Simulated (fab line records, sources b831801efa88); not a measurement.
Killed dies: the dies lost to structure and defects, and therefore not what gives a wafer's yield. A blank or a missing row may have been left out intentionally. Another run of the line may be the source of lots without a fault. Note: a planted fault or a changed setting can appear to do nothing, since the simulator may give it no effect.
A lot that was struck, set against a sound lot | flow sky130 | 19 steps out of a route of 708
Sound: these wafers, L644.2, L644.3, L644.4. Wafers L642.3, L642.5, L642.6 were the ones struck. The cause comes at the end.
For every step that has rows: the tool of each side, followed by ch and its chambers, followed by its first start. Under that, the readings that differ: sound wafers | struck wafers | difference of the means | sigmas: that difference in standard deviations of wafers without a fault.
alike: readings whose means differ by less than 2 such deviations, and words and numbers that are the same on both sides. not compared: withheld readings, readings that some wafer has no value for, bounds like >300 that may hide the same value, and numbers for which the record gives no deviation and whose values overlap.
Wherever a step has rows on one side only, a row that says differs or no value, or a row with sigmas, the two part there. Non-overlapping numbers with no deviation appear without sigmas and do not part them. A reading missing from all wafers of one side parts the sides only when that side holds two or more wafers.

first, 8 steps without rows for these wafers: SKY_RES_XHIGH_DEHYDRATE_00 (time 60 s); SKY_RES_XHIGH_HMDS_01 (prime time 60 s); SKY_RES_XHIGH_COAT_02 (resist thk 1140 nm); SKY_RES_XHIGH_SOFTBAKE_03 (time 60 s); SKY_RES_XHIGH_EXPOSE_04 (exposes mask URPM, target cd 1270 nm); SKY_RES_XHIGH_PEB_05; SKY_RES_XHIGH_DEVELOP_06 (develop time 60 s); SKY_RES_XHIGH_IMPLANT_07.
SKY_RES_XHIGH_STRIP_08: strips in O2/N2.
  sound on plasma_asher-04 ch 0,1, day 33 10:34; struck on plasma_asher-04 ch 0,1, day 33 04:25
  alike: chamber_pressure_mTorr, drypump_motor_current_A, oes_product_au, strip_time_to_endpoint_s
  not compared: rf_hours_counter_h
SKY_RES_XHIGH_TW_MEAS_09:
  struck on film_metro-04, day 33 04:30; sound on film_metro-02, day 33 10:40
  reading      | sound          | struck         | difference | sigmas
  RES_XHIGH_TW | 1629 1639 1649 | 1602 1603 1605 | -36        | -2
then, 2 steps without rows for these wafers: SKY_SD_N_DEHYDRATE_00 (time 60 s); SKY_SD_N_HMDS_01 (prime time 60 s).
SKY_SD_N_COAT_02: resist thk 1140 nm.
  struck on litho_track-02, day 33 17:11; sound on litho_track-04 ch 0, day 33 22:42
  no value came back on the struck wafers for chill_plate_temp_C (C), dispense_pressure_kPa (kPa); on the sound wafers chill_plate_temp_C (C) reads 23.07 22.96 22.86
then, 4 steps without rows for these wafers: SKY_SD_N_SOFTBAKE_03 (time 60 s); SKY_SD_N_EXPOSE_04 (exposes mask NSDM, target cd 380 nm); SKY_SD_N_PEB_05; SKY_SD_N_DEVELOP_06 (develop time 60 s).
SKY_SD_N_CD_MEAS_07: target cd 380 nm.
  struck on cd_sem-02, day 34 05:46; sound on cd_sem-02, day 34 12:06
  reading    | sound             | struck | difference                    | sigmas
  cd_nm (nm) | 380.8 380.5 380.3 | - - -  | no value on the struck wafers |
SKY_SD_N_OVL_MEAS_08:
  struck on overlay-01, day 34 05:52; sound on overlay-01, day 34 12:13
  reading       | sound       | struck | difference                    | sigmas
  SD_N_OVL (nm) | 0.5 2.3 1.2 | - - -  | no value on the struck wafers |

## WHERE THEY PART
Last at SKY_SD_N_OVL_MEAS_08 as far as this record goes, first at SKY_RES_XHIGH_TW_MEAS_09.

WHY: whatever the simulator had introduced
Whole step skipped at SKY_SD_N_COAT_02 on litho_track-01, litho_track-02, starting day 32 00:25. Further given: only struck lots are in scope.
